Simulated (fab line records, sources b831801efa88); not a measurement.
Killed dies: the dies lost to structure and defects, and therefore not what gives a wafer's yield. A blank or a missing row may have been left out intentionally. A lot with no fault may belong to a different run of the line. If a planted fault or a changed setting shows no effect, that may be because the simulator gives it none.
What tool caused it? | flow sky130 | 13 lots with 39 wafers sampled at 4 steps, on a route of 708 steps

WHAT THE GAUGES SHOWED, per wafer
SKY_LDD_P_OVL_MEAS_08. Usual: for LDD_P_OVL the level is -0.3 nm and the standard deviation is 1.2.
lot  | measured     | on         | LDD_P_OVL (nm) | flag
L802 | day 19 06:05 | overlay-01 | 0.8 0.5 -0.5   | 
L804 | day 19 18:16 | overlay-01 | -0.8 -0.4 -1.6 | 
L805 | day 20 02:23 | overlay-01 | 1.3 2.6 2.4    | 
L806 | day 20 15:30 | overlay-01 | -1.6 -0.8 -1.2 | 
L807 | day 20 15:51 | overlay-01 | -0.5 -1.5 -0.5 | 
L810 | day 22 13:36 | overlay-02 | -0.3 0.1 -0.3  | 
L812 | day 23 19:09 | overlay-02 | -1.4 0.0 -1.0  | 
L813 | day 23 19:48 | overlay-01 | -1.2 -1.8 0.7  | 
L815 | day 24 16:48 | overlay-01 | -1.6 -2.0 -0.6 | 
L817 | day 25 03:11 | overlay-02 | -2.6 -0.8 -1.0 | 
L820 | day 26 08:52 | overlay-02 | -0.3 -0.1 0.8  | 
L823 | day 26 20:07 | overlay-02 | -1.5 0.2 0.1   | 
L825 | day 27 06:21 | overlay-02 | 1.1 -0.1 1.2   | 

SKY_LDD_HVN_OVL_MEAS_07. Usual: for LDD_HVN_OVL the level is -0.8 nm and the standard deviation is 1.3.
lot  | measured     | on         | LDD_HVN_OVL (nm)              | flag
L802 | day 20 11:47 | overlay-01 | 0.4 0.2 1.3                   | 
L804 | day 20 23:45 | overlay-02 | -1.4 -2.4 -1.2                | 
L805 | day 21 08:17 | overlay-01 | -0.6 -0.4 -2.5                | 
L806 | day 21 22:15 | overlay-01 | 63.1 62.6 62.2 63.7 63.9 63.3 | OFF
L807 | day 21 22:20 | overlay-02 | -0.9 -1.9 0.0                 | 
L810 | day 23 20:05 | overlay-01 | 59.2 61.9 59.7 60.5 62.4 60.0 | OFF
L812 | day 25 01:01 | overlay-01 | 63.3 61.7 61.4 63.6 62.7 62.2 | OFF
L813 | day 25 01:44 | overlay-01 | -1.0 -0.8 0.6                 | 
L815 | day 25 23:08 | overlay-01 | -1.6 -1.6 -1.0                | 
L817 | day 26 08:50 | overlay-01 | -3.3 -2.0 -2.1                | 
L820 | day 27 14:24 | overlay-02 | 1.4 2.4 -0.8                  | 
L823 | day 28 00:28 | overlay-02 | 0.3 0.3 -0.3                  | 
L825 | day 28 10:53 | overlay-02 | -0.6 -1.3 -2.8                | 

WHICH TOOL RAN EACH LOT (tool, then ch and the chambers of the sampled wafers, then the start)
lot  | SKY_POLY_GATE_STRIP_18              | SKY_LDD_HVN_EXPOSE_04
L802 | plasmaAsher-01 ch 0,1, day 16 12:50 | ilineStepper-01 ch 0, day 19 21:29
L804 | plasmaAsher-01 ch 0,1, day 16 23:34 | ilineStepper-02 ch 0, day 20 09:26
L805 | plasmaAsher-02 ch 0,1, day 17 06:35 | ilineStepper-02 ch 0, day 20 17:26
L806 | plasmaAsher-04 ch 0,1, day 17 18:17 | ilineStepper-02 ch 0, day 21 07:02
L807 | plasmaAsher-02 ch 0,1, day 17 21:07 | ilineStepper-01 ch 0, day 21 07:15
L810 | plasmaAsher-01 ch 0,1, day 19 20:29 | ilineStepper-02 ch 0, day 23 05:37
L812 | plasmaAsher-01 ch 0,1, day 21 00:46 | ilineStepper-02 ch 0, day 24 10:16
L813 | plasmaAsher-01 ch 0,1, day 21 02:07 | ilineStepper-01 ch 0, day 24 11:04
L815 | plasmaAsher-04 ch 0,1, day 22 00:44 | ilineStepper-01 ch 0, day 25 08:41
L817 | plasmaAsher-04 ch 0,1, day 22 12:49 | ilineStepper-01 ch 0, day 25 18:26
L820 | plasmaAsher-01 ch 0,1, day 23 18:22 | ilineStepper-01 ch 0, day 27 00:13
L823 | plasmaAsher-01 ch 0,1, day 24 06:28 | ilineStepper-01 ch 0, day 27 10:43
L825 | plasmaAsher-01 ch 0,1, day 24 16:50 | ilineStepper-01 ch 0, day 27 20:56
- SKY_POLY_GATE_STRIP_18: strips in O2/N2.
- SKY_LDD_HVN_EXPOSE_04: exposes mask HVNTM, target cd 700 nm.

AS READ BY THE TOOLS THEMSELVES (means over the sampled wafers that have a number; for cases with no such wafer, the mark the record gives instead)
SKY_POLY_GATE_STRIP_18. Usual: drypumpMotorCurrentA 5.6 A, standard deviation 0.59; oesProductAu 0.361 a.u., standard deviation 0.005; stripTimeToEndpointS 3.17 s, standard deviation 0.038.
lot  | tool           | drypumpMotorCurrentA (A) | oesProductAu (a.u.) | stripTimeToEndpointS (s) | flag
L802 | plasmaAsher-01 | 5.9                      | 0.359               | 3.17                     | 
L804 | plasmaAsher-01 | 5.5                      | 0.360               | 3.17                     | 
L805 | plasmaAsher-02 | 5.7                      | 0.362               | 3.17                     | 
L806 | plasmaAsher-04 | 5.3                      | 0.355               | 3.16                     | 
L807 | plasmaAsher-02 | 6.0                      | 0.362               | 3.21                     | 
L810 | plasmaAsher-01 | 5.9                      | 0.357               | 3.14                     | 
L812 | plasmaAsher-01 | 5.5                      | 0.363               | 3.16                     | 
L813 | plasmaAsher-01 | 5.9                      | 0.365               | 3.18                     | 
L815 | plasmaAsher-04 | 5.3                      | 0.361               | 3.16                     | 
L817 | plasmaAsher-04 | 5.3                      | 0.364               | 3.19                     | 
L820 | plasmaAsher-01 | 5.5                      | 0.365               | 3.19                     | 
L823 | plasmaAsher-01 | 5.9                      | 0.357               | 3.13                     | 
L825 | plasmaAsher-01 | 5.9                      | 0.356               | 3.18                     | 

THE ANSWER, worked out from the rows above alone
Rule: a lot counts as off when the mean over its wafers that have a number is more than 3 standard deviations away from the usual mean. A lot without any number at a reading at which 4 lots or more have one is off too. The other lots that the step has rows for count as sound. Order of review: gauges by route order, followed by the tools' own readings, for which a lot's mean as printed above is used. The first step at which some lot is off is used, and at that step the reading that is off furthest; a lot without a number counts as furthest.
Off: L806, L810, L812, at SKY_LDD_HVN_OVL_MEAS_07 (LDD_HVN_OVL).
If a tool, at a process step before that reading, ran all the lots that are off and no sound lot after the first of them, it fits. Gauges at SKY_LDD_HVN_OVL_MEAS_07: tried the same way as those tools. One candidate fits, namely ilineStepper-02 at SKY_LDD_HVN_EXPOSE_04. A fault onset in the window from L805 (day 20 17:26, its last sound lot) to L806 (day 21 07:02, its first lot off) fits.

WHAT WAS PUT IN BY THE SIMULATOR
Scanner matching overlay: ilineStepper-02, from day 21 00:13 on, at SKY_LDD_HVN_EXPOSE_04. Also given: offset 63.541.
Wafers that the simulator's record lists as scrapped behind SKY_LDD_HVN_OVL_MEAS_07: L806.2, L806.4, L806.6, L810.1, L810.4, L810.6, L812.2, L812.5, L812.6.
Struck lots among those shown: L806, L810, L812. Same finding as the rule above.
